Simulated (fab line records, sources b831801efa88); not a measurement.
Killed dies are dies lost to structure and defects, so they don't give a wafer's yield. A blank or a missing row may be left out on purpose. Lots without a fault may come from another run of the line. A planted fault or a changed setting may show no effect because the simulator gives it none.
One fault seen from 2 desks | flow gf180mcu | each desk has only its own numbers; what lay behind them comes last

THE TOOL OWNER'S DESK: iline_stepper-01
The tool's own readings at GF_VT_IMPLANT_EXPOSE_15 (exposes mask Nwell LV AREA, target cd 860 nm): means of the sampled wafers that have a number, for each lot that ran on this tool. A lot is out of limits, marked OUT, if its mean lies more than 4 standard deviations from the usual mean; the brackets give that distance.
Columns: A = exposure_dose_mJ_cm2 at GF_VT_IMPLANT_EXPOSE_15, usual 140.00; B = focus_offset_nm at GF_VT_IMPLANT_EXPOSE_15, usual 0.1 nm
lot  | first seen here | A      | B
L234 | day 8 06:57     | 140.08 | -0.0
L235 | day 8 07:04     | 140.04 | 0.1
This desk's finding: nothing out of limits on any of the 2 lots.

THE METROLOGY DESK
What the gauges read, lot by lot, whatever tool the lot ran on: means of the sampled wafers that have a number. A lot is out of limits, marked OUT, if its mean lies more than 4 standard deviations from the usual mean; the brackets give that distance.
Columns: A = VT_IMPLANT_OVL at GF_VT_IMPLANT_OVL_MEAS_07, usual -0.2 nm; B = VT_IMPLANT_TW at GF_VT_IMPLANT_TW_MEAS_10, usual 564
lot  | first seen here | A    | B
L234 | day 7 21:34     | -0.8 | 562
L235 | day 7 21:46     | -0.9 | 563
L242 | day 9 11:46     | -0.5 | 562
L243 | day 9 21:23     | 1.0  | 558
L245 | day 10 09:14    | -0.9 | 570
L247 | day 10 23:37    | -0.2 | 563
This desk's finding: nothing out of limits on any of the 6 lots.

PUT TOGETHER
The tool owner's desk saw nothing out of limits.
The metrology desk saw nothing out of limits.

WHAT THE SIMULATOR HAD PUT IN
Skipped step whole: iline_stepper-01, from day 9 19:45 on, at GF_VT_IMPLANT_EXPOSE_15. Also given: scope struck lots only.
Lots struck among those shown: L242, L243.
